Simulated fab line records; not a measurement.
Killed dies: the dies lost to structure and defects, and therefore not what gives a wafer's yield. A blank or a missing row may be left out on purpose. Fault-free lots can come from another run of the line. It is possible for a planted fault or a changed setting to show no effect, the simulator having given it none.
A lot that was struck, set against a sound lot + flow sky130 + 38 out of 708 route steps
Sound: these wafers, L589.1, L589.3, L589.4. Struck: wafers L601.2, L601.5. (L601.6 of the same lot was not struck and is left out.) The cause comes at the end.
At each step with rows: each side's tool, then ch and its chambers, then its first start. Under that, the readings that differ: sound wafers + struck wafers + difference of the means + sigmas: that difference in standard deviations of wafers without a fault.
alike: words and numbers the same on both sides, and readings whose means are apart by under 2 such deviations; not compared: readings that were withheld, readings missing a value for some wafer, numbers with overlapping values and no deviation given by the record, and bounds like >300 which may hide the same value.
The two part at a step that has a row with sigmas, a row that says differs or no value, or rows on one side only. Numbers that have no deviation but don't overlap get no sigmas and don't part them. A reading that every wafer of one side lacks parts them only if that side has two wafers or more.

first, 9 steps without rows for these wafers: SKY_VIA2_SPUTTER_20 (material TiN, target thk 20 nm, time 80 s); SKY_VIA2_CVD_21 (deposits W, target thk 420 nm, time 126.4 s); SKY_VIA2_CMP_24 (polishes, stops on SiO2, t overpolish 20 s, target thk 0 nm); SKY_METAL3_SPUTTER_00 (material Ti, target thk 15 nm, time 10 s); SKY_METAL3_SPUTTER_01 (material TiN, target thk 20 nm, time 16.7 s); SKY_METAL3_SPUTTER_02 (material AlCu, target thk 735 nm, time 39.1 s); SKY_METAL3_SPUTTER_03 (material Ti, target thk 5 nm, time 3.3 s); SKY_METAL3_SPUTTER_04 (material TiN, target thk 70 nm, time 58.3 s); SKY_CAPM_CVD_00 (deposits SiO2, target thk 15.5 nm).
SKY_CAPM_SPUTTER_02: material TiN, target thk 200 nm, time 166.7 s.
  sound: pvd_sputter-01 at day 38 15:28; struck: pvd_sputter-01 at day 42 02:23
| reading                                  | sound             | struck      | difference | sigmas |
|------------------------------------------|-------------------|-------------|------------|--------|
| model.TiN_of_CAPM_SPUTTER_02.thk_nm (nm) | 196.7 196.2 195.5 | 86.99 85.98 | -109.65    |        |
  alike: throttle_valve_pct
SKY_CAPM_RS_MEAS_03: measures by four-point-probe.
  sound: film_metro-01 at day 38 15:34; struck: film_metro-03 at day 42 02:31
| reading              | sound          | struck      | difference | sigmas      |
|----------------------|----------------|-------------|------------|-------------|
| CAPM_TIN_RS (ohm/sq) | 7.06 7.05 7.07 | 16.33 16.55 | +9.38      | +99 or more |
SKY_CAPM_THK_MEAS_04: measures by xrf.
  sound: film_metro-01 at day 38 15:41; struck: film_metro-03 at day 42 02:37
| reading           | sound             | struck    | difference | sigmas |
|-------------------|-------------------|-----------|------------|--------|
| CAPM_TIN_THK (nm) | 198.1 197.8 196.5 | 87.6 87.0 | -110.2     | -42    |
then, 7 steps without rows for these wafers: SKY_CAPM_DEHYDRATE_05 (time 60 s); SKY_CAPM_HMDS_06 (prime time 60 s); SKY_CAPM_COAT_07 (resist thk 1140 nm); SKY_CAPM_SOFTBAKE_08 (time 60 s); SKY_CAPM_EXPOSE_09 (exposes mask CAPM, target cd 1000 nm); SKY_CAPM_PEB_10; SKY_CAPM_DEVELOP_11 (develop time 60 s).
SKY_CAPM_METAL_ETCH_13: etches TiN in Cl2/BCl3, stops on SiO2, target depth 220 nm, time 62.9 s.
  sound on rie_metal-03 ch 0,1, day 39 16:55; struck on rie_metal-03 ch 0, day 43 00:25
| reading                | sound                | struck        | difference | sigmas |
|------------------------|----------------------|---------------|------------|--------|
| oes_product_au (a.u.)  | 0.934 0.928 0.924    | 0.627 0.622   | -0.304     | -38    |
| throttle_valve_pct (%) | 21.907 21.891 21.909 | 22.099 22.118 | +0.206     | +23    |
  alike: drypump_motor_current_A, rf_fwd_power_W
  not compared: rf_hours_counter_h
then, 16 steps without rows for these wafers: SKY_CAPM_STRIP_14 (strips in O2/N2); SKY_CAPM_STRIP_15 (strips in post etch residue remover, time 1200 s); SKY_CAPM_CLEAN_16 (cleans in IPA, time 180 s); SKY_CAPM_CLEAN_17 (cleans in O3/DIW); SKY_METAL3_DEHYDRATE_05 (time 60 s); SKY_METAL3_HMDS_06 (prime time 60 s); SKY_METAL3_COAT_07 (resist thk 60 nm); SKY_METAL3_COAT_08 (resist thk 1140 nm); SKY_METAL3_SOFTBAKE_09 (time 90 s); SKY_METAL3_EXPOSE_10 (exposes mask MM3, target cd 300 nm); SKY_METAL3_PEB_11; SKY_METAL3_DEVELOP_12 (develop time 60 s); SKY_METAL3_DESCUM_15 (chemistry O2, time 8 s); SKY_METAL3_ETCH_16 (etches BARC in N2/H2, stops on SiO2, time 88.2 s, target depth 60 nm); SKY_METAL3_ETCH_17 (etches SiO2 in C4F8/O2/Ar, stops on TiN, time 3.9 s, target depth 15 nm); SKY_METAL3_METAL_ETCH_18 (etches the open film in Cl2/BCl3, stops on SiO2, target depth 845 nm, time 183.1 s).
SKY_METAL3_STRIP_20: strips in post etch residue remover, time 1200 s.
  sound on wet_bench-01 ch 3, day 40 19:22; struck on wet_bench-01 ch 2, day 43 21:01
| reading                                  | sound             | struck      | difference | sigmas |
|------------------------------------------|-------------------|-------------|------------|--------|
| model.TiN_of_CAPM_SPUTTER_02.thk_nm (nm) | 195.9 195.4 194.7 | 86.15 85.14 | -109.69    |        |
-- the record jumps here: 6 days lie between the struck wafers' starts before and after (it left off in module METAL3 and takes up again in module PAD_OPEN, whose first step shown is number 708 of the route) --
SKY_PAD_OPEN_PROBE_99:
  sound: prober-02 at day 47 11:33; struck: prober-02 at day 50 02:54
| reading                              | sound               | struck        | difference | sigmas |
|--------------------------------------|---------------------|---------------|------------|--------|
| model.etest.cap_mim.plate_ohm_sq     | 6.134 6.103 6.099   | 13.86 13.93   | +7.78      |        |
| model.etest.cap_mim.bv_v (V)         | 13.79 14.24 14.24   | 10.92 10.91   | -3.18      |        |
| model.etest.cap_mim.leak_log10_a_cm2 | -8.89 -9.054 -8.804 | -7.626 -7.629 | +1.289     |        |
  alike: defect_limited_yield, killed_at_M0_to_M3, killed_at_M4_up, killed_at_contacts, killed_at_front_end, killed_at_other, killed_dies, killed_open, killed_short, sort_bin_3_pad_short, sort_bin_5_function, sort_bin_6_memory, sort_n_pass, sort_yield_pct

WHERE THEY PART
First at SKY_CAPM_RS_MEAS_03; last, within this record, at SKY_CAPM_METAL_ETCH_13. Later steps at which nothing parts them and some readings are alike: SKY_PAD_OPEN_PROBE_99.

WHY: what had been put in by the simulator
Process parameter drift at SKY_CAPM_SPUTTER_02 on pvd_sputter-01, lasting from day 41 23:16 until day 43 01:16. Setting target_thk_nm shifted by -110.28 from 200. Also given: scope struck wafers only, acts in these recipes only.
